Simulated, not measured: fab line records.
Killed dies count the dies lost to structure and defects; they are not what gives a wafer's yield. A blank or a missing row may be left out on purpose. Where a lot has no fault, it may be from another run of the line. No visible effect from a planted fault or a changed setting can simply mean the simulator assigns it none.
Shared-tool check | flow gf180mcu | 14 lots and 42 wafers in the sample

WHAT PROMPTED THE OPENING
At GF_VT_IMPLANT_RS_MEAS_49 the reading MVPSD_RS is flagged on 2 of 14 lots. Wafers without a fault read 1179.1 ohm/sq, standard deviation 2.7.
Rule: a lot is flagged when every wafer of it that has a number lies more than 4 standard deviations from that mean, or none has a number. The rest of the lots are taken to be sound.

lot  | measured     | on            | MVPSD_RS (ohm/sq), wafer by wafer | flag
L555 | day 7 13:04  | film-metro-04 | 1177.0 1180.6 1180.6              |
L557 | day 8 07:14  | film-metro-01 | 1182.6 1181.6 1180.5              |
L558 | day 8 10:51  | film-metro-04 | 1179.8 1182.6 1180.6              |
L560 | day 8 23:26  | film-metro-01 | 1182.8 1181.1 1179.9              |
L561 | day 9 05:13  | film-metro-02 | 1176.2 1178.2 1175.1              |
L562 | day 9 14:37  | film-metro-01 | 1180.7 1174.8 1180.2              |
L563 | day 9 19:33  | film-metro-01 | 1179.2 1177.5 1176.2              |
L565 | day 10 08:49 | film-metro-02 | 1178.1 1176.6 1178.2              |
L566 | day 10 16:41 | film-metro-02 | 1176.1 1177.8 1175.3              |
L567 | day 11 01:43 | film-metro-02 | 1178.4 1179.7 1180.0              |
L568 | day 11 08:52 | film-metro-02 | 1176.1 1178.4 1177.4              |
L569 | day 11 14:46 | film-metro-01 | 1174.8 1178.4 1178.6              |
L577 | day 13 18:40 | film-metro-04 | 1222.4 1219.0 1222.6              | FLAGGED
L578 | day 14 04:16 | film-metro-02 | 1218.0 1217.1 1213.7              | FLAGGED
The numbers of the flagged lots are 1218.8 ohm/sq on average: +39.7 ohm/sq against the usual, or +15 standard deviations.

TOOL THAT RAN EACH LOT
The record holds 1 process step before the reading, out of a route of 602 steps. Every cell lists first the tool, next ch and the chambers used by the sampled wafers, and last the start.
lot  | flag    | GF_MVPSD_IMPLANT_09
L555 |         | implanter-04 ch 0, day 5 00:22
L557 |         | implanter-01 ch 0, day 5 16:01
L558 |         | implanter-04 ch 0, day 5 18:55
L560 |         | implanter-03 ch 0, day 6 06:11
L561 |         | implanter-03 ch 0, day 6 11:32
L562 |         | implanter-04 ch 0, day 6 19:34
L563 |         | implanter-03 ch 0, day 6 23:52
L565 |         | implanter-01 ch 0, day 7 12:32
L566 |         | implanter-04 ch 0, day 7 18:49
L567 |         | implanter-03 ch 0, day 8 04:01
L568 |         | implanter-01 ch 0, day 8 09:26
L569 |         | implanter-04 ch 0, day 8 14:16
L577 | FLAGGED | implanter-01 ch 0, day 10 11:53
L578 | FLAGGED | implanter-01 ch 0, day 10 20:56
What the steps here do:
- GF_MVPSD_IMPLANT_09
- GF_VT_IMPLANT_RS_MEAS_49: measures by four-point-probe.

FLAGGED AGAINST TOTAL, ONE TOOL AT A TIME (gauges that did the reading follow at the end)
step                     | tool          | lots run | flagged | share of the flagged lots | sound lots run after its first flagged lot
GF_MVPSD_IMPLANT_09      | implanter-01  | 5        | 2       | all                       | 0
GF_MVPSD_IMPLANT_09      | implanter-03  | 4        | 0       | none                      | -
GF_MVPSD_IMPLANT_09      | implanter-04  | 5        | 0       | none                      | -
GF_VT_IMPLANT_RS_MEAS_49 | film-metro-01 | 5        | 0       | none                      | -
GF_VT_IMPLANT_RS_MEAS_49 | film-metro-02 | 6        | 1       | some                      | 0
GF_VT_IMPLANT_RS_MEAS_49 | film-metro-04 | 3        | 1       | some                      | 0

THE TABLE: WHAT IT ALLOWS
All flagged lots share 1 row of the table, namely implanter-01 at GF_MVPSD_IMPLANT_09.
- implanter-01 at GF_MVPSD_IMPLANT_09: 2 of its 5 lots flagged. Last sound lot L568 at day 8 09:26, first flagged lot L577 at day 10 11:53; a fault beginning in between fits. Its own readings lie more than 4 standard deviations out on every wafer of the flagged lots: beam-on-s, faraday-current-uA.
Just one tool remains: implanter-01 at GF_MVPSD_IMPLANT_09.

WHAT THE SIMULATOR PUT IN
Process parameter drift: implanter-01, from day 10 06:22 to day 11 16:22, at GF_MVPSD_IMPLANT_09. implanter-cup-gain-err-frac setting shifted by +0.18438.
Shown lots that were struck: L577, L578. The same result came from the rule above.
